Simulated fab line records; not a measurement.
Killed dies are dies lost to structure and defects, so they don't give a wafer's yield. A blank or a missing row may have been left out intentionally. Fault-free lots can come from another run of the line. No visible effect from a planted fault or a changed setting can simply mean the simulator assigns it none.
A lot that was struck, set against a sound lot ; flow sky130 ; 15 out of 708 route steps
Sound: the wafers L650.2, L650.3, L650.5. Wafers struck: L670.1, L670.2, L670.3. At the end, the cause is stated.
At each step with rows: each side's tool, then ch and its chambers, then its first start. Under that, the readings that differ: sound wafers ; struck wafers ; difference of the means ; sigmas: that difference in standard deviations of wafers without a fault.
alike: a reading whose means differ by less than 2 such deviations, as well as words and numbers matching on both sides. not compared: withheld readings; readings where some wafer has no value; bounds like >300 that might hide an equal value; numbers whose values overlap and for which the record gives no deviation.
A row with sigmas, a row that says differs or no value, or rows on one side alone: a step with any of these is where the two part. When numbers do not overlap yet have no deviation, they are printed without sigmas and do not part them. A reading that every wafer of one side lacks parts them only if that side has two wafers or more.

first, 2 steps without rows for these wafers: SKY_CONTACT_PEB_12; SKY_CONTACT_DEVELOP_13 (develop time 60 s).
SKY_CONTACT_CD_MEAS_14: target cd 170 nm.
  struck on cd_sem-02, day 38 11:57; sound on cd_sem-01, day 31 19:01
  alike: cd_nm
SKY_CONTACT_OVL_MEAS_15:
  struck on overlay-01, day 38 12:04; sound on overlay-01, day 31 19:07
  alike: CONTACT_OVL
SKY_CONTACT_ETCH_16: etches BARC in N2/H2, stops on SiO2, time 45.9 s, target depth 60 nm.
  sound on rie_diel-03 ch 1,3, day 31 19:09; struck on rie_diel-03 ch 0,2,3, day 38 12:06
  alike: bias_w, drypump_motor_current_A, h2_flow_sccm, oes_product_au, throttle_valve_pct
  not compared: rf_hours_counter_h
SKY_CONTACT_ETCH_17: etches SiO2 in C4F8/O2/Ar, stops on Si3N4, target depth 340 nm.
  sound on rie_diel-03 ch 1,3, day 31 19:11; struck on rie_diel-03 ch 0,2,3, day 38 12:08
  alike: bias_w, oes_product_au
SKY_CONTACT_ETCH_18: etches Si3N4 in CHF3/O2, stops on TiN, time 39 s, target depth 75 nm.
  sound on rie_diel-03 ch 1,3; struck on rie_diel-03 ch 0,2,3
  alike: bias_w, drypump_motor_current_A, oes_product_au, throttle_valve_pct
  not compared: rf_hours_counter_h
SKY_CONTACT_STRIP_19: strips in O2/N2.
  sound on plasma_asher-03 ch 0, day 31 19:17; struck on plasma_asher-04 ch 0,1, day 38 12:14
  alike: drypump_motor_current_A, oes_product_au, strip_time_to_endpoint_s
  not compared: rf_hours_counter_h
then, 3 steps without rows for these wafers: SKY_CONTACT_STRIP_20 (strips in post etch residue remover, time 1200 s); SKY_CONTACT_CLEAN_21 (cleans in IPA, time 180 s); SKY_CONTACT_CLEAN_22 (cleans in O3/DIW).
SKY_CONTACT_SPUTTER_23: material TiN, target thk 20 nm, time 80 s.
  struck on pvd_sputter-03, day 38 12:52; sound on pvd_sputter-04, day 31 19:53
  alike: throttle_valve_pct
SKY_CONTACT_CVD_24: deposits W, target thk 340 nm, time 102.12 s.
  sound on cvd_w-02 ch 0,1, day 31 19:56; struck on cvd_w-02 ch 0,1, day 38 12:55
reading;sound;struck;difference;sigmas
chamber_pressure_Torr (Torr);40.24 40.17 40.17;38.81 38.96 38.83;-1.33;-14
  alike: heater_power_w
SKY_CONTACT_RS_MEAS_25: a four-point-probe measurement.
  struck on film_metro-04, day 38 13:02; sound on film_metro-02, day 31 20:04
  alike: CONTACT_W_RS
-- the record jumps here: 12 days lie between the struck wafers' starts before and after (it left off in module CONTACT and takes up again in module PAD_OPEN, whose first step shown is number 708 of the route) --
SKY_PAD_OPEN_PROBE_99:
  struck on prober-02, day 50 16:55; sound on prober-02, day 45 19:49
  alike: killed_at_M0_to_M3, killed_at_M4_up, killed_at_contacts, killed_at_front_end, killed_at_other, killed_dies, killed_on_rim, killed_open, killed_short

## WHERE THEY PART
Within this record, at SKY_CONTACT_CVD_24 only. Later steps at which nothing parts them and some readings are alike: SKY_CONTACT_RS_MEAS_25, SKY_PAD_OPEN_PROBE_99.

WHY: what had been put in by the simulator
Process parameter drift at SKY_CONTACT_CVD_24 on cvd_w-02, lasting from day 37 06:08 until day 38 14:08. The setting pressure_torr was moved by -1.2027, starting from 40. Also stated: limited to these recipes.
